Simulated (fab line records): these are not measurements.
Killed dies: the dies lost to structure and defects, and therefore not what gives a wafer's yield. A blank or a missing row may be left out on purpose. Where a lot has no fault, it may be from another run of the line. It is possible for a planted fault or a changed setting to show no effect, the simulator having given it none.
A single fault, viewed from 2 desks / flow gf180mcu / each desk holds nothing but its own numbers, with what lay behind them at the end

## METROLOGY DESK
Lot by lot, what the gauges showed, no matter which tool ran the lot: averages of those sampled wafers that carry a number. The brackets show how far a lot's mean lies from the usual mean; more than 4 standard deviations puts the lot out of limits, marked OUT.
Columns: A = HV_LDD_RS at GF_HV_LDD_RS_MEAS_53, usual 418.4 ohm/sq; B = V2_CVD_02_THK at GF_V2_THK_MEAS_03, usual 849 nm; C = cd-nm at GF_V4_CD_MEAS_14, usual 260.0 nm
lot=L862; first seen here=day 12 10:13; A=418.2; B=848; C=261.1
lot=L863; first seen here=day 12 13:53; A=417.8; B=845; C=261.0
lot=L865; first seen here=day 13 05:11; A=417.8; B=854; C=260.4
lot=L866; first seen here=day 13 13:19; A=419.3; B=850; C=258.7
lot=L867; first seen here=day 14 03:29; A=420.1; B=849; C=260.6
lot=L869; first seen here=day 14 19:02; A=417.5; B=850; C=260.3
lot=L870; first seen here=day 15 04:50; A=418.9; B=852; C=258.9
lot=L877; first seen here=day 17 13:29; A=418.2; B=845; C=261.4
lot=L882; first seen here=day 18 17:25; A=417.8; B=834; C=259.7
lot=L883; first seen here=day 19 03:32; A=418.8; B=854; C=260.9
lot=L884; first seen here=day 19 15:05; A=418.5; B=839; C=260.0
lot=L873; first seen here=day 23 04:59; A=-; B=850; C=260.3
lot=L875; first seen here=day 24 04:11; A=-; B=858; C=257.2
This desk's finding: nothing out of limits on any of the 13 lots.

## DESK OF THE TOOL OWNER: implanter-03
For each lot that ran on this tool, the mean over its sampled wafers that have a number, from the tool's own readings at GF_HV_LDD_IMPLANT_35. The brackets show how far a lot's mean lies from the usual mean; more than 4 standard deviations puts the lot out of limits, marked OUT.
Columns: A = beam-energy-keV at GF_HV_LDD_IMPLANT_35, usual 59.995; B = tilt-deg at GF_HV_LDD_IMPLANT_35, usual 29.999 degrees
lot=L862; first seen here=day 11 15:17; A=59.984; B=29.969
lot=L866; first seen here=day 12 16:08; A=59.975; B=29.979
lot=L867; first seen here=day 13 06:16; A=59.984; B=29.984
lot=L869; first seen here=day 13 20:55; A=60.005; B=29.984
lot=L873; first seen here=day 15 00:46; A=60.003; B=26.811 (-99 or more) OUT
lot=L875; first seen here=day 15 22:19; A=59.995; B=26.822 (-99 or more) OUT
This desk's verdict: out of limits on L873, L875, starting with L873 at day 15 00:46 (tilt-deg at GF_HV_LDD_IMPLANT_35). Within limits: L862, L866, L867, L869.

## PUT TOGETHER
At day 15 00:46, on L873, L875, the tool owner's desk was in a position to raise an alarm.
From the metrology desk's view, nothing was out of limits.
The metrology desk holds a record of L873, L875, inside its limits.
On implanter-03, each named lot ran GF_HV_LDD_IMPLANT_35.

## WHAT HAD BEEN PUT IN BY THE SIMULATOR
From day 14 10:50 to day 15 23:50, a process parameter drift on implanter-03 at GF_HV_LDD_IMPLANT_35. Setting tilt-deg, moved by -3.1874, from 30. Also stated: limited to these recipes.
Shown lots that were struck: L873, L875.
Time in hours from fault onset to the first out-of-limits reading at each desk: the tool owner's desk, 14.
